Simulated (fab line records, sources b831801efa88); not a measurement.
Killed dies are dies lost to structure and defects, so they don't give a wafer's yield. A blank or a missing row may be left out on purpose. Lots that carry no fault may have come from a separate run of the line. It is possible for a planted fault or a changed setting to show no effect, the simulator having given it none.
What tool caused it?	flow gf180mcu	30 wafers from 10 lots sampled at 3 of the route's 602 steps

WHAT THE GAUGES SHOWED, per wafer
GF_V2_RS_MEAS_24: uses a four-point probe to measure.
lot	measured	on	V2_W_RS (ohm/sq)
L572	day 20 06:38	film-metro-02	0.339 0.325 0.337
L576	day 21 17:52	film-metro-01	0.330 0.332 0.331
L577	day 22 13:16	film-metro-01	0.324 0.321 0.336
L583	day 24 06:08	film-metro-04	0.404 0.387 0.399
L584	day 24 16:33	film-metro-01	0.395 0.402 0.405
L589	day 26 05:37	film-metro-02	0.321 0.331 0.331
L592	day 27 07:58	film-metro-02	0.327 0.323 0.333
L594	day 27 18:29	film-metro-01	0.329 0.330 0.332
L593	day 27 19:34	film-metro-01	0.334 0.332 0.329
L595	day 28 01:19	film-metro-01	0.327 0.328 0.326

GF_V2_THK_MEAS_25: measures by xrf.
lot	measured	on	V2_W_THK (nm)
L572	day 20 06:46	film-metro-02	333 348 335
L576	day 21 17:59	film-metro-01	349 348 345
L577	day 22 13:23	film-metro-01	358 361 349
L583	day 24 06:14	film-metro-04	282 297 288
L584	day 24 16:39	film-metro-01	294 289 287
L589	day 26 05:44	film-metro-02	351 343 341
L592	day 27 08:04	film-metro-02	340 345 334
L594	day 27 18:36	film-metro-01	348 347 343
L593	day 27 19:41	film-metro-01	342 345 348
L595	day 28 01:26	film-metro-01	352 350 350

TOOL THAT RAN EACH LOT (tool first, then ch and the chambers of the sampled wafers, then the start)
lot	GF_V2_CVD_23
L572	cvd-w-02 ch 0,1, day 20 06:32
L576	cvd-w-01 ch 0,1, day 21 17:44
L577	cvd-w-02 ch 0,1, day 22 13:08
L583	cvd-w-01 ch 0,1, day 24 06:01
L584	cvd-w-01 ch 0,1, day 24 16:26
L589	cvd-w-02 ch 0,1, day 26 05:30
L592	cvd-w-02 ch 0,1, day 27 07:51
L594	cvd-w-01 ch 0,1, day 27 18:22
L593	cvd-w-02 ch 0, day 27 19:26
L595	cvd-w-01 ch 1, day 28 01:11
- GF_V2_CVD_23: deposits W, target thk 350 nm, time 104.94 s.

AS READ BY THE TOOLS THEMSELVES (means over the sampled wafers that have a number; for cases with no such wafer, the mark the record gives instead)
GF_V2_CVD_23.
lot	tool	chamber-pressure-Torr (Torr)	heater-power-w (W)
L572	cvd-w-02	39.96	791
L576	cvd-w-01	40.00	832
L577	cvd-w-02	40.03	846
L583	cvd-w-01	40.01	834
L584	cvd-w-01	40.00	844
L589	cvd-w-02	39.96	797
L592	cvd-w-02	39.93	841
L594	cvd-w-01	39.95	822
L593	cvd-w-02	39.96	745
L595	cvd-w-01	40.01	801

THE ANSWER, worked out from the rows above alone
Rule: usual is defined by the lots themselves. The widest of any qualifying gaps counts: lots, ordered by their means at a reading, are off when they make up no more than a third of the lots, leave a main group of 4 or more, and stand apart from it by 3 or more times the standard deviation of that group's means. A main group is skipped when, at the precision printed for the reading in the tables above, its means are all equal. A lot without any number at a reading at which 4 lots or more have one is off too. All remaining lots with rows at the step are treated as sound. After the gauges, taken in route order, come the tools' own readings; for these a lot's mean is taken, as printed above. At the first step where some lot is off, the reading lying furthest off is the one used; lots without a number count as furthest.
Off: L583, L584, at GF_V2_RS_MEAS_24 (V2_W_RS). Mean 0.330 ohm/sq and standard deviation 0.0024 in the main group.
A tool fits if, at a process step before that reading, it ran every lot that is off, and no sound lot after the first of them. The gauges at GF_V2_RS_MEAS_24 are tried like those tools. None of those tried fits.

WHAT THE SIMULATOR HAD INSERTED
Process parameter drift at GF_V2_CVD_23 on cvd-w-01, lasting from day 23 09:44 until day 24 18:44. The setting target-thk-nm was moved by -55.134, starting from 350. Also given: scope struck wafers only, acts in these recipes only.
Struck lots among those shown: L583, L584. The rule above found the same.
